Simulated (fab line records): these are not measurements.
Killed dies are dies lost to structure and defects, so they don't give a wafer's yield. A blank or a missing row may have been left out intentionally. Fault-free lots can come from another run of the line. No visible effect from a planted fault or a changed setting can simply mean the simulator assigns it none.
Problem report in the 8D (eight disciplines) form, filled by code + flow sky130 + the parts of the form that need people (team, actions taken, sign-off) are left out

## 1. THE PROBLEM
At SKY_PAD_OPEN_PROBE_99, killed_at_front_end averages 121 over 9 wafers from 3 lots, while fault-free wafers read 15, standard deviation 4.3. Measured from the usual mean, that is +25 standard deviations.
Earliest sighting: wafer L855.1 on prober-02 at day 48 20:32. The record holds 27 wafers of 9 lots with a number at this step. Rule for "out", or "out of limits": more than 4 standard deviations from the usual mean. The other wafers with a number count as sound.

## 2. WHAT THIS IS AND IS NOT
| question                    | is                                              | is not                                                               |
|-----------------------------|-------------------------------------------------|----------------------------------------------------------------------|
| which readings at this step | killed_at_front_end, killed_dies, killed_on_rim | killed_at_M0_to_M3, killed_at_contacts, killed_at_other, killed_open |
| which lots                  | L855, L856, L858                                | L841, L849, L850, L852, L854, L857                                   |
| which wafers of those lots  | all that have a number                          | -                                                                    |
| read on which tools         | prober-01, prober-02                            | -                                                                    |
| when                        | from day 48 20:32                               | up to then (15 sound wafers); but 3 sound wafers of L857 came after  |

## 3. THE SUSPECTS, EACH WITH WHAT RULES IT OUT
Counting: a tool at a process step up to the reading stays a suspect if it ran every lot that is out and no sound lot after the first of them.
- furnace-02 at SKY_FIELD_ISO_OXIDATION_01 (stabilise 600 s, purge 300 s, target thk 12 nm): kept. It processed each lot that is out, first L855 at day 4 09:08, and no sound lot thereafter; up to then, the last sound lot it processed was L854 at day 4 04:43.
Left after counting: furnace-02 at SKY_FIELD_ISO_OXIDATION_01.

## 4. THE CAUSE (what the simulator had put in)
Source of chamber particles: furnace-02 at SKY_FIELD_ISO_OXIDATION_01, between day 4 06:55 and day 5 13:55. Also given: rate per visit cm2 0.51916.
This tool alone remained once counting was done.

## 5. THE EFFECT CHAIN, in route order
Rows list readings where the struck wafers' mean (over those with a number) sits beyond 3 standard deviations from the usual. Only readings for which the record gives a usual standard deviation are gone through. hours: the time from each lot's start at the first step in this table that gives one to its start at this step, as a median over the lots. sigmas: the change in usual standard deviations.
| hours | step                  | reading             | usual | on struck wafers | change | sigmas |
|-------|-----------------------|---------------------|-------|------------------|--------|--------|
| 0     | SKY_PAD_OPEN_PROBE_99 | killed_at_front_end | 15    | 121              | +106   | +25    |
| 0     | SKY_PAD_OPEN_PROBE_99 | killed_dies         | 85    | 182              | +97    | +10    |
| 0     | SKY_PAD_OPEN_PROBE_99 | killed_on_rim       | 16    | 35               | +19    | +5.9   |
It contains these process steps:
- SKY_PAD_OPEN_PROBE_99

## 6. HOW IT WOULD HAVE BEEN CAUGHT EARLIER
The fault began at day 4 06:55; the first out-of-limits reading in this record came at day 48 20:32, 1070 hours later.
Lots out: 3; all had begun SKY_FIELD_ISO_OXIDATION_01 on furnace-02 by day 48 20:32. Tool hold at that time: it would have spared none of them.
